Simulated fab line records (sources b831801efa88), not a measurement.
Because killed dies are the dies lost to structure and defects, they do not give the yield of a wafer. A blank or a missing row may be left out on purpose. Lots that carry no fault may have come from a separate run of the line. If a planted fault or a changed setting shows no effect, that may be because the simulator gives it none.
Struck lot and sound lot, side by side || flow sky130 || 34 out of 708 route steps
Sound: these wafers, L966.3, L966.5, L966.6. Struck: wafer L970.1. (L970.3, L970.6 of the same lot were not struck and are left out.) The cause comes at the end.
Per side, at each step with rows, come the tool, then ch with its chambers, and then its first start. Under that, the readings that differ: sound wafers || struck wafers || difference of the means || sigmas: that difference in standard deviations of wafers without a fault.
alike: a reading whose means differ by less than 2 such deviations, as well as words and numbers matching on both sides. not compared: withheld readings; readings where some wafer has no value; bounds like >300 that might hide an equal value; numbers whose values overlap and for which the record gives no deviation.
A row with sigmas, a row that says differs or no value, or rows on one side alone: a step with any of these is where the two part. Numbers that don't overlap but have no deviation are shown without sigmas and don't part them. A reading missing from all wafers of one side parts the sides only when that side holds two or more wafers.

first, 9 steps without rows for these wafers: SKY_VIA2_CMP_02 (polishes SiO2); SKY_VIA2_DEHYDRATE_04 (time 60 s); SKY_VIA2_HMDS_05 (prime time 60 s); SKY_VIA2_COAT_06 (resist thk 60 nm); SKY_VIA2_COAT_07 (resist thk 450 nm); SKY_VIA2_SOFTBAKE_08 (time 90 s); SKY_VIA2_EXPOSE_09 (exposes mask VIM2, target cd 200 nm); SKY_VIA2_PEB_10; SKY_VIA2_DEVELOP_11 (develop time 60 s).
SKY_VIA2_ETCH_14: etches BARC in N2/H2, stops on SiO2, time 45.9 s, target depth 60 nm.
  sound on rie diel-02 ch 0,3, day 40 16:37; struck on rie diel-02 ch 1, day 41 13:28
{"reading": "bias w (W)", "sound": "99.61 100.03 99.57", "struck": 100.46, "difference": "+0.72", "sigmas": "+2"}
  alike: drypump motor current A, oes product au, throttle valve pct
  not compared: rf hours counter h
then, 23 steps without rows for these wafers: SKY_VIA2_ETCH_15 (etches SiO2 in C4F8/O2/Ar, stops on TiN, target depth 546 nm, time 84 s); SKY_VIA2_STRIP_16 (strips in O2/N2); SKY_VIA2_STRIP_17 (strips in post etch residue remover, time 1200 s); SKY_VIA2_CLEAN_18 (cleans in IPA, time 180 s); SKY_VIA2_CLEAN_19 (cleans in O3/DIW); SKY_VIA2_SPUTTER_20 (material TiN, target thk 20 nm, time 80 s); SKY_VIA2_CVD_21 (deposits W, target thk 420 nm, time 126.4 s); SKY_VIA2_CMP_24 (polishes, stops on SiO2, t overpolish 20 s, target thk 0 nm); SKY_METAL3_SPUTTER_00 (material Ti, target thk 15 nm, time 10 s); SKY_METAL3_SPUTTER_01 (material TiN, target thk 20 nm, time 16.7 s); SKY_METAL3_SPUTTER_02 (material AlCu, target thk 735 nm, time 39.1 s); SKY_METAL3_SPUTTER_03 (material Ti, target thk 5 nm, time 3.3 s); SKY_METAL3_SPUTTER_04 (material TiN, target thk 70 nm, time 58.3 s); SKY_CAPM_CVD_00 (deposits SiO2, target thk 15.5 nm); SKY_CAPM_SPUTTER_02 (material TiN, target thk 200 nm, time 166.7 s); SKY_CAPM_DEHYDRATE_05 (time 60 s); SKY_CAPM_HMDS_06 (prime time 60 s); SKY_CAPM_COAT_07 (resist thk 1140 nm); SKY_CAPM_SOFTBAKE_08 (time 60 s); SKY_CAPM_EXPOSE_09 (exposes mask CAPM, target cd 1000 nm); SKY_CAPM_PEB_10; SKY_CAPM_DEVELOP_11 (develop time 60 s); SKY_CAPM_METAL_ETCH_13 (etches TiN in Cl2/BCl3, stops on SiO2, target depth 220 nm, time 62.9 s).
-- the record jumps here: 8 days lie between the struck wafers' starts before and after (it left off in module CAPM and takes up again in module PAD_OPEN, whose first step shown is number 708 of the route) --
SKY_PAD_OPEN_PROBE_99:
  the record has rows for the struck wafers here (prober-02, day 50 00:44) and none for the sound ones

== WHERE THEY PART ==
Earliest at SKY_VIA2_ETCH_14; latest, in this record, at SKY_PAD_OPEN_PROBE_99.

WHY: what had been put in by the simulator
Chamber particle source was rie diel-02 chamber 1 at SKY_VIA2_ETCH_14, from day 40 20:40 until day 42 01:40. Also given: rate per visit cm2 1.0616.
